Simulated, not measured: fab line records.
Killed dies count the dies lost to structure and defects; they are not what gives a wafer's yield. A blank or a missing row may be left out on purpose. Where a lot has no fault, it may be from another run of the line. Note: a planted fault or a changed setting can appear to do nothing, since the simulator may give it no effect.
Problem report in the 8D (eight disciplines) form, filled by code	flow gf180mcu	the parts of the form that need people (team, actions taken, sign-off) are left out

1. WHAT WENT WRONG
cd_nm at GF_M1_CD_MEAS_14 reads a mean of 213.6 nm on 6 wafers of 2 lots; wafers without a fault read 229.9 nm with a standard deviation of 1. That puts it -16 standard deviations away from the usual mean.
The step: target cd 230 nm.
First observed at day 24 00:20: wafer L634.1, on cd_sem-01. The record holds 36 wafers of 12 lots with a number at this step. The rule behind "out" and "out of limits": a value lying over 4 standard deviations away from the usual mean. The other wafers with a number count as sound.

2. WHAT IT IS, AND WHAT IT ISN'T
question	is	is not
which readings at this step	cd_nm	-
which lots	L634, L636	L616, L617, L621, L622, L627, L628, L629, L632, L637, L638
which wafers of those lots	all that have a number	-
read on which gauges	cd_sem-01	cd_sem-02
when	from day 24 00:20	up to then (24 sound wafers); but 6 sound wafers of L637, L638 came after

3. THE SUSPECTS, EACH WITH WHAT RULES IT OUT
Counting: a tool at any process step up to the reading remains a suspect when it ran all the lots that are out and ran no sound lot after the first of those.
- the gauge at GF_M1_CD_MEAS_14: ruled out. All the wafers that are out were read on cd_sem-01, but those of them that GF_M1_PEB_12 has rows for are out there too, on other tools.
- litho_track-04 at GF_M1_PEB_12 (peb time 90 s): kept. It processed each lot that is out, first L634 at day 23 23:59, and no sound lot thereafter; up to then, the last sound lot it processed was L632 at day 23 04:41. Its own readings are out on those wafers: heater_power_total_W, plate_temp_C.
Remaining after the count: litho_track-04 at GF_M1_PEB_12.

4. THE CAUSE (what the simulator had put in)
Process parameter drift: litho_track-04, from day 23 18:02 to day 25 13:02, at GF_M1_PEB_12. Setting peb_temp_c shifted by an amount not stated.
This tool alone remained once counting was done.

5. THE EFFECT CHAIN, in route order
Each row: a reading whose mean over the struck wafers that have a number lies more than 3 standard deviations from the usual. Readings are gone through only where the record gives a usual standard deviation; hours: the median, over the lots, of the time from a lot's start at the first step in this table giving one to that lot's start at this step; sigmas: the change measured in usual standard deviations.
hours	step	reading	usual	on struck wafers	change	sigmas
0	GF_M1_PEB_12	heater_power_total_W	85.69 W	92.66	+6.97	+83
0	GF_M1_PEB_12	plate_temp_C	135.04 C	143.35	+8.31	+49
0	GF_M1_CD_MEAS_14	cd_nm	229.9 nm	213.6	-16.3	-16
Its process steps:
- GF_M1_PEB_12: peb time 90 s.
At these later measuring or inspecting steps, every struck wafer for which the step has a row has a number for every such reading, and none has moved that far: GF_V1_THK_MEAS_03.

6. WHAT WOULD HAVE CAUGHT IT SOONER
The first out-of-limits reading at a measuring or inspecting step in this record came at day 24 00:20, 6 hours after the fault's start at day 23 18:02.
The tool's own readings at GF_M1_PEB_12 were out on every struck wafer that the step has a row for (heater_power_total_W, plate_temp_C): an alarm limit on them would have fired on the first of those.
Lots out: 2; of these, L636 started GF_M1_PEB_12 on litho_track-04 after day 24 00:20. A hold on the tool at that time would have spared it.
